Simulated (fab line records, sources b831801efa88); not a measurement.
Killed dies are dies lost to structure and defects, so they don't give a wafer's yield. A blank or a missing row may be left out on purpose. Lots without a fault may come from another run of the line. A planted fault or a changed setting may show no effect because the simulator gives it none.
One fault seen from 2 desks | flow sky130 | each desk has only its own numbers; what lay behind them comes last

THE TOOL OWNER'S DESK: pvd_sputter-03
The tool's own readings at SKY_METAL2_SPUTTER_04 (material TiN, target thk 70 nm, time 58.3 s): means of the sampled wafers that have a number, for each lot that ran on this tool. A lot is out of limits, marked OUT, if its mean lies more than 4 standard deviations from the usual mean; the brackets give that distance.
Columns: A = throttle_valve_pct at SKY_METAL2_SPUTTER_04, usual 30.0 %
lot  | first seen here | A
L274 | day 34 12:51    | 32.1
L278 | day 35 16:00    | 30.5
L283 | day 37 09:02    | 29.1
L284 | day 37 13:46    | 28.3
This desk's finding: nothing out of limits on any of the 4 lots.

THE METROLOGY DESK
What the gauges read, lot by lot, whatever tool the lot ran on: means of the sampled wafers that have a number. A lot is out of limits, marked OUT, if its mean lies more than 4 standard deviations from the usual mean; the brackets give that distance. Of its 8 readings 7 are shown: those that lie furthest out on some lot.
Columns: A = VIA1_W_THK at SKY_VIA1_THK_MEAS_23, usual 264 nm; B = METAL2_ALCU_RS at SKY_METAL2_RS_MEAS_05, usual 0.1309 ohm/sq; C = METAL2_ALCU_THK at SKY_METAL2_THK_MEAS_06, usual 242 nm; D = cd_nm at SKY_METAL2_CD_MEAS_15, usual 139.9 nm; E = METAL2_OVL at SKY_METAL2_OVL_MEAS_16, usual 2 nm; F = VIA2_HDPCVD_THK at SKY_VIA2_THK_MEAS_01, usual 1152 nm; G = VIA2_BOW at SKY_VIA2_BOW_MEAS_03, usual 86 um
lot  | first seen here | A   | B      | C   | D     | E  | F    | G
L274 | day 34 12:17    | 256 | 0.1314 | 241 | 140.2 | 2  | 1160 | 86
L278 | day 35 15:26    | 262 | 0.1326 | 239 | 139.4 | 0  | 1167 | 86
L283 | day 37 08:31    | 264 | 0.1305 | 238 | 138.3 | 4  | 1154 | 98
L284 | day 37 13:13    | 261 | 0.1315 | 239 | 137.9 | 9  | 1159 | 81
L291 | day 39 19:40    | 267 | 0.1281 | 246 | 141.9 | -3 | 1139 | 85
L292 | day 39 22:44    | 267 | 0.1270 | 249 | 138.8 | 5  | 1146 | 89
This desk's finding: nothing out of limits on any of the 6 lots.

PUT TOGETHER
The tool owner's desk saw nothing out of limits.
The metrology desk saw nothing out of limits.

WHAT THE SIMULATOR HAD PUT IN
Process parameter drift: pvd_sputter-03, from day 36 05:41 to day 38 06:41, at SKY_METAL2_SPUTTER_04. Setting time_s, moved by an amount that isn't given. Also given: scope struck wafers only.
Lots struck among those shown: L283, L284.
